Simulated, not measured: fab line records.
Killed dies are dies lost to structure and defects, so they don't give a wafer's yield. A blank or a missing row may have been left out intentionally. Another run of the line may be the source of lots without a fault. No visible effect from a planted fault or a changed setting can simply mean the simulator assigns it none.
Matching of chambers -- flow gf180mcu -- cmp-01 running GF_CONTACT_CMP_27: 4 sister chambers
The step polishes, stops on SiO2, t overpolish 15 s, target thk 0 nm. 15 wafers are shown with their chamber, then 7 later ones without.

WAFERS WITH THEIR CHAMBER
wafer,chamber,motor_current_A (A),time_to_endpoint_s (s),retaining_ring_pressure_frac
L480.1,1,11.1,72.4,0.999
L480.2,2,11.3,71.5,1.009
L480.4,0,9.4,70.1,1.004
L481.2,2,11.3,71.7,0.997
L481.5,3,11.2,75.0,0.999
L481.6,2,11.5,72.0,0.994
L482.1,2,11.6,70.4,1.002
L482.2,0,9.2,74.9,1.000
L482.3,1,11.3,72.5,1.005
L484.1,3,11.7,75.5,0.998
L484.4,0,9.8,76.7,0.997
L484.6,2,11.8,71.6,0.998
L490.3,1,11.8,72.6,1.004
L490.5,2,11.4,67.7,1.002
L490.6,1,11.5,70.3,1.002

SIGNATURES (averages over the wafers above)
reading,chamber 0,chamber 1,chamber 2,chamber 3,scatter within a chamber
motor_current_A,9.467,11.425,11.483,11.450,0.264
time_to_endpoint_s,73.900,71.950,70.817,75.250,1.91
retaining_ring_pressure_frac,1.00033,1.00250,1.00033,0.99850,0.00408
Rule: distance of a wafer from a chamber = root of the sum over the readings of ((wafer's reading minus chamber's mean) / reading's scatter) squared. The wafer belongs to the nearest chamber; if the next one is less than 2 further off, it can't be placed. The scatter: take each reading less its chamber's mean, square it, sum over the shown wafers, divide by the number of wafers less the number of chambers, and take the root.

WAFERS WITH NO CHAMBER GIVEN
wafer,motor_current_A (A),time_to_endpoint_s (s),retaining_ring_pressure_frac
L491.3,11.1,71.2,0.995
L491.6,11.6,68.5,0.995
L492.2,9.6,72.1,1.005
L492.4,11.1,71.8,0.996
L500.2,11.0,71.8,1.001
L500.3,11.3,73.1,1.007
L500.5,11.4,70.6,1.000

CHAMBER TAKEN BY EACH
wafer,from the rows above,in truth
L491.3,can't be placed: 2 or 1 or 3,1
L491.6,can't be placed: 2 or 1 or 3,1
L492.2,0,0
L492.4,can't be placed: 2 or 1 or 3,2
L500.2,can't be placed: 1 or 2 or 3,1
L500.3,can't be placed: 1 or 2 or 3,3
L500.5,can't be placed: 2 or 1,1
1 of 7 placed correctly. Cannot be placed on the basis of these rows: 6; the candidates contain the true chamber in 6. Wrongly placed: 0.
